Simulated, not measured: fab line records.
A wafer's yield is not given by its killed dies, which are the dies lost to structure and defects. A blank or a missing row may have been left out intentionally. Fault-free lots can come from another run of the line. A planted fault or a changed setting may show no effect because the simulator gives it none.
fab line records -- flow sky130
record lots=6, wafers=18, last-day=49
route steps=708 shown VT_ADJUST_PCH@146 SONOS_TUNNEL@154
lots that met no fault: taken from a fault-free run of the same line
start-h: hours from the record's opening day to when the first of the lot's shown wafers began -- wait-h: hours since the lot's step before -- " unchanged from the row above -- L1.1+2: a row that stands for several wafers -- - value missing, or start not given -- * or withheld: withheld -- < > ~ a bound
route shown NAME@n: names a module that has steps shown in the file, with the first one's number in the route -- usual: mean/standard deviation of fault-free wafers -- same: alike in all rows -- chamber/n: place in a boat -- sites: the reading at each site -- _std_site: their standard deviation -- _edge_site: inner sites' mean taken away from outer sites' mean -- radius-mm: for every site, how far away it sits from the centre of the wafer -- mask NAME#n: copy n -- behind: the last tool/chamber to shape the wafer -- hold: why the lot went on hold/how many hours it stayed there/how the hold came to an end -- device: the n, p or np transistor that did not switch -- end of line: at the end of the route, the tests of the same wafers -- a step without rows: its recipe alone -- killed: dies lost to structure and defects at the first sort, not the wafer's yield -- map: per-die view of a wafer (x killed, . not killed, _ where there is no die)
set.NAME: the run value of the setting; set.NAME@STEP: its run value at that earlier step -- model.NAME: the simulator's own value behind a step, which no gauge read
lots seen at some steps along the route; tables by step, rows by wafer
services: when a tool's chamber went out of use (start-h, in hours from the record's first day, below 0 if earlier), for how many hours, and the reason
## steps
# step SKY_VT_ADJUST_PCH_SOFTBAKE_03
# recipe temp-c=110, time-s=withheld
# step SKY_VT_ADJUST_PCH_EXPOSE_04
# recipe mask-id=NWM, na=0.6, source-shape=conventional, sigma-outer=0.6, polarization=unpolarized, target-cd-nm=840, dose-mj=255
# step SKY_VT_ADJUST_PCH_PEB_05
# recipe temp-c=115, time-s=withheld
# step SKY_VT_ADJUST_PCH_DEVELOP_06
# recipe wall-angle-deg=90, developer=TMAH, develop-time-s=60, dev-temp-c=23
# step SKY_VT_ADJUST_PCH_OVL_MEAS_07
# usual VT_ADJUST_PCH_OVL=-0.2/1.5
lot.wafer,tool,chamber,start-h,wait-h,VT_ADJUST_PCH_OVL[nm]
L648.1,overlay-01,-,236.95,-,-3.6
L648.5,overlay-01,-,236.95,-,-3.0
L648.6,overlay-01,-,236.95,-,-0.3
L651.1,overlay-01,-,272.25,-,1.0
L651.3,overlay-01,-,272.25,-,1.5
L651.6,overlay-01,-,272.25,-,0.9
L652.1,overlay-02,-,280.75,-,-0.6
L652.5,overlay-02,-,280.75,-,-0.4
L652.6,overlay-02,-,280.75,-,0.2
L661.1,overlay-02,-,350.27,-,1.4
L661.3,overlay-02,-,350.27,-,0.7
L661.4,overlay-02,-,350.27,-,-1.0
L664.2,overlay-02,-,375.87,-,0.9
L664.5,overlay-02,-,375.87,-,0.5
L664.6,overlay-02,-,375.87,-,0.8
L666.3,overlay-02,-,381.68,-,-1.6
L666.4,overlay-02,-,381.68,-,-2.9
L666.5,overlay-02,-,381.68,-,-0.6
# step SKY_VT_ADJUST_PCH_IMPLANT_08
# recipe species=B, energy-kev=10, dose-cm2=5e+11, tilt-deg=withheld
# step SKY_VT_ADJUST_PCH_STRIP_09
# recipe chemistry=O2/N2, power-w=1400, pressure-mtorr=1500, platen-temp-c=withheld, o2-flow-sccm=3000, n2-flow-sccm=300, overash-fraction=0.5
# usual drypump-motor-current-A=6.13/0.19, n2-flow-sccm=299.9/0.89, oes-product-au=0.723/0.0044, strip-time-to-endpoint-s=36.89/0.093
lot.wafer,tool,chamber,start-h,wait-h,drypump-motor-current-A,n2-flow-sccm,oes-product-au,rf-hours-counter-h,strip-time-to-endpoint-s
L648.1,plasma-asher-01,0,237.13,0.1,6.14,300.0,0.727,43,36.84
L648.5,plasma-asher-01,1,237.13,0.1,6.09,298.7,0.727,-,36.85
L648.6,plasma-asher-01,0,237.13,0.1,6.14,300.6,0.723,-,36.91
L651.1,plasma-asher-01,1,272.43,0.1,6.11,300.1,0.726,46,36.98
L651.3,plasma-asher-01,1,272.43,0.1,6.10,298.7,0.723,-,36.90
L651.6,plasma-asher-01,1,272.43,0.1,6.09,299.4,0.724,-,36.93
L652.1,plasma-asher-04,1,280.93,0.1,6.27,300.2,0.730,59,36.91
L652.5,plasma-asher-04,1,280.93,0.1,6.29,300.1,0.722,-,36.81
L652.6,plasma-asher-04,0,280.93,0.1,5.98,301.3,0.719,-,36.85
L661.1,plasma-asher-01,0,350.45,0.1,6.12,299.5,0.714,53,36.78
L661.3,plasma-asher-01,0,350.45,0.1,6.15,299.6,0.726,-,36.96
L661.4,plasma-asher-01,1,350.45,0.1,6.13,299.7,0.727,-,36.95
L664.2,plasma-asher-01,1,376.05,0.1,6.12,298.3,0.721,56,36.95
L664.5,plasma-asher-01,0,376.05,0.1,6.16,298.3,0.723,-,36.91
L664.6,plasma-asher-01,1,376.05,0.1,6.13,300.4,0.720,-,37.00
L666.3,plasma-asher-01,1,381.89,0.1,6.12,300.7,0.722,-,36.86
L666.4,plasma-asher-01,0,381.89,0.1,6.13,298.1,0.713,-,36.89
L666.5,plasma-asher-01,1,381.89,0.1,6.11,299.8,0.722,-,36.83
# step SKY_VT_ADJUST_PCH_TW_MEAS_10
# usual VT_ADJUST_PCH_TW=143.4/2.6
lot.wafer,tool,chamber,start-h,wait-h,VT_ADJUST_PCH_TW
L648.1,film-metro-02,-,237.23,0.1,147.8
L648.5,film-metro-02,-,237.23,0.1,147.8
L648.6,film-metro-02,-,237.23,0.1,147.2
L651.1,film-metro-02,-,272.53,0.1,147.0
L651.3,film-metro-02,-,272.53,0.1,147.0
L651.6,film-metro-02,-,272.53,0.1,147.2
L652.1,film-metro-01,-,281.03,0.1,141.1
L652.5,film-metro-01,-,281.03,0.1,141.5
L652.6,film-metro-01,-,281.03,0.1,141.5
L661.1,film-metro-02,-,350.55,0.1,145.4
L661.3,film-metro-02,-,350.55,0.1,146.4
L661.4,film-metro-02,-,350.55,0.1,147.1
L664.2,film-metro-01,-,376.17,0.1,141.7
L664.5,film-metro-01,-,376.17,0.1,141.6
L664.6,film-metro-01,-,376.17,0.1,141.3
L666.3,film-metro-01,-,381.97,0.1,140.8
L666.4,film-metro-01,-,381.97,0.1,141.0
L666.5,film-metro-01,-,381.97,0.1,142.3
# step SKY_SONOS_TUNNEL_DEHYDRATE_00
# recipe temp-c=200, time-s=60
# step SKY_SONOS_TUNNEL_HMDS_01
# recipe prime-time-s=60, prime-temp-c=120
# step SKY_SONOS_TUNNEL_COAT_02
# recipe resist=NOVOLAK, spin-rpm=3063, resist-thk-nm=1140
# step SKY_SONOS_TUNNEL_SOFTBAKE_03
# recipe temp-c=90, time-s=60, resist=NOVOLAK
# step SKY_SONOS_TUNNEL_EXPOSE_04
# recipe mask-id=TUNM, na=0.6, source-shape=conventional, sigma-outer=0.6, polarization=unpolarized, target-cd-nm=410, dose-mj=136
# usual exposure-dose-mJ-cm2=135.94/0.14, focus-offset-nm=0.0/0.5, stage-vel-mm-s=499.90/0.25
lot.wafer,tool,chamber,start-h,wait-h,mask,exposure-dose-mJ-cm2,focus-offset-nm,stage-vel-mm-s
L648.1,iline-stepper-01,0,248.20,-,TUNM#0,136.13,0.6,499.83
L648.5,iline-stepper-01,0,248.20,-,TUNM#0,135.94,0.5,499.90
L648.6,iline-stepper-01,0,248.20,-,TUNM#0,136.04,0.2,500.20
L651.1,iline-stepper-02,-,285.46,-,TUNM#0,-,-,-
L651.3,iline-stepper-02,-,285.46,-,TUNM#0,-,-,-
L651.6,iline-stepper-02,-,285.46,-,TUNM#0,-,-,-
L652.1,iline-stepper-01,-,294.17,-,TUNM#0,-,-,-
L652.5,iline-stepper-01,-,294.17,-,TUNM#0,-,-,-
L652.6,iline-stepper-01,-,294.17,-,TUNM#0,-,-,-
L661.1,iline-stepper-01,0,364.31,-,TUNM#0,136.03,-0.4,499.69
L661.3,iline-stepper-01,0,364.31,-,TUNM#0,135.78,-0.5,500.05
L661.4,iline-stepper-01,0,364.31,-,TUNM#0,135.81,-0.1,500.03
L664.2,iline-stepper-01,0,390.86,-,TUNM#0,135.75,-1.0,499.80
L664.5,iline-stepper-01,0,390.86,-,TUNM#0,135.95,0.2,499.83
L664.6,iline-stepper-01,0,390.86,-,TUNM#0,136.01,-0.3,499.78
L666.3,iline-stepper-02,0,396.63,-,TUNM#0,135.77,0.3,500.08
L666.4,iline-stepper-02,0,396.63,-,TUNM#0,135.75,-1.0,499.60
L666.5,iline-stepper-02,0,396.63,-,TUNM#0,135.84,0.3,499.58
# step SKY_SONOS_TUNNEL_PEB_05
# recipe temp-c=withheld, time-s=*, resist=NOVOLAK
## services
tool,chamber,start-h,hours,kind
iline-stepper-02,0,222.26,-,calibration
iline-stepper-02,-,236.36,1.7,pm
iline-stepper-01,0,245.03,-,calibration
plasma-asher-01,-,245.28,2.8,pm
iline-stepper-02,-,281.25,2.1,pm
iline-stepper-02,-,283.33,-,consumable-replace:lamp
plasma-asher-04,-,307.17,1.6,repair
plasma-asher-01,-,318.18,0.5,repair
iline-stepper-01,-,327.30,1.7,pm
iline-stepper-01,-,335.80,3.2,repair
plasma-asher-04,-,342.23,1.8,repair
plasma-asher-04,-,374.28,9.4,repair
## key
first-sign step=SKY_SONOS_TUNNEL_EXPOSE_04, reading=tool-record, direction=missing
effect none on later readings
met-at SKY_SONOS_TUNNEL_EXPOSE_04
struck-wafers L651.1,L651.3,L651.6,L652.1,L652.5,L652.6
later-rows-left-out L651.1,L651.3,L651.6,L652.1,L652.5,L652.6
sort-left-out L651.1,L651.3,L651.6,L652.1,L652.5,L652.6
tester-left-out L651,L652
onset-between 248.20 285.46
fault kind=skipped-step-whole, tool=iline-stepper-01,iline-stepper-02, chamber=-, onset-h=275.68, steps=SKY_SONOS_TUNNEL_EXPOSE_04, scope=struck-lots-only
# tester-left-out: of these lots the tester's yield and bins aren't shown, on N5 and GAA mostly nor the transistor test; their killed dies are dies lost to structure and defects alone, not to doping, threshold or leakage, so they don't give the yield
# sort-left-out: the simulated sort isn't trusted on such a fault, so these wafers' sort isn't shown, and their yield isn't known
# later-rows-left-out: the simulator's readings of these wafers behind a module that went badly wrong aren't trusted and aren't shown, but for the sort
